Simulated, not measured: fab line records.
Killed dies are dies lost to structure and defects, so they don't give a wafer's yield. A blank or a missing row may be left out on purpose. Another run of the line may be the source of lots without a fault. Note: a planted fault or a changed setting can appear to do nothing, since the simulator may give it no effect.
Which tool did it?	flow sky130	7 lots, 21 wafers sampled, at 4 steps of a route of 708

WHAT THE GAUGES READ, wafer by wafer
SKY_LDD_N_TW_MEAS_17.
lot	measured	on	LDD_N_TW
L315	day 19 08:46	film_metro-04	2593 2587 2587
L324	day 22 07:10	film_metro-02	2451 2437 2449
L326	day 23 08:34	film_metro-04	2574 2576 2588
L328	day 23 12:16	film_metro-02	2595 2594 2591
L330	day 24 02:07	film_metro-02	2599 2590 2602
L332	day 25 01:28	film_metro-04	2596 2603 2602
L335	day 26 04:23	film_metro-04	2594 2597 2600

EACH LOT AND THE TOOL THAT RAN IT (in order: tool; ch and the chambers of the sampled wafers; start)
lot	SKY_POLY_GATE_ETCH_15	SKY_LDD_N_IMPLANT_11	SKY_LDD_N_STRIP_16
L315	rie_diel-02 ch 0,3, day 17 22:56	implanter-01 ch 0, day 19 07:55	plasma_asher-01 ch 0,1, day 19 08:40
L324	rie_diel-01 ch 0,3, day 20 20:38	implanter-01, day 22 06:20	plasma_asher-04 ch 1, day 22 07:04
L326	rie_diel-01 ch 0,1, day 22 00:20	implanter-01 ch 0, day 23 07:43	plasma_asher-01 ch 0,1, day 23 08:27
L328	rie_diel-02 ch 0,1, day 22 03:14	implanter-01 ch 0, day 23 11:25	plasma_asher-03 ch 0,1, day 23 12:10
L330	rie_diel-04 ch 1,3, day 22 17:26	implanter-04 ch 0, day 24 01:17	plasma_asher-03 ch 0,1, day 24 02:01
L332	rie_diel-01 ch 0,1, day 23 16:08	implanter-04 ch 0, day 25 00:37	plasma_asher-04 ch 0,1, day 25 01:21
L335	rie_diel-02 ch 0,1, day 24 20:23	implanter-03 ch 0, day 26 03:34	plasma_asher-03 ch 0,1, day 26 04:18
- SKY_POLY_GATE_ETCH_15: etches BARC in N2/H2, stops on SiO2, time 118.5 s, target depth 110 nm.
- SKY_LDD_N_IMPLANT_11
- SKY_LDD_N_STRIP_16: strips in O2/N2.

THE ANSWER, worked out from the rows above alone
Rule: the usual values come from the lots themselves. The widest of any qualifying gaps counts: lots, ordered by their means at a reading, are off when they make up no more than a third of the lots, leave a main group of 4 or more, and stand apart from it by 3 or more times the standard deviation of that group's means. If all means in a main group match to the digits the tables above print for the reading, that group is not used. A lot without any number at a reading at which 4 lots or more have one is off too. Where the step has rows for the other lots, those lots are counted as sound.
Off: L324, seen at SKY_LDD_N_TW_MEAS_17 (LDD_N_TW). Mean 2593 and standard deviation 6.9 in the main group.
A tool fits if, at a process step before that reading, it ran every lot that is off, and no sound lot after the first of them. Those tools and the gauges at SKY_LDD_N_TW_MEAS_17 are tried in the same way. Of those tried, none fits.

WHAT THE SIMULATOR PUT IN
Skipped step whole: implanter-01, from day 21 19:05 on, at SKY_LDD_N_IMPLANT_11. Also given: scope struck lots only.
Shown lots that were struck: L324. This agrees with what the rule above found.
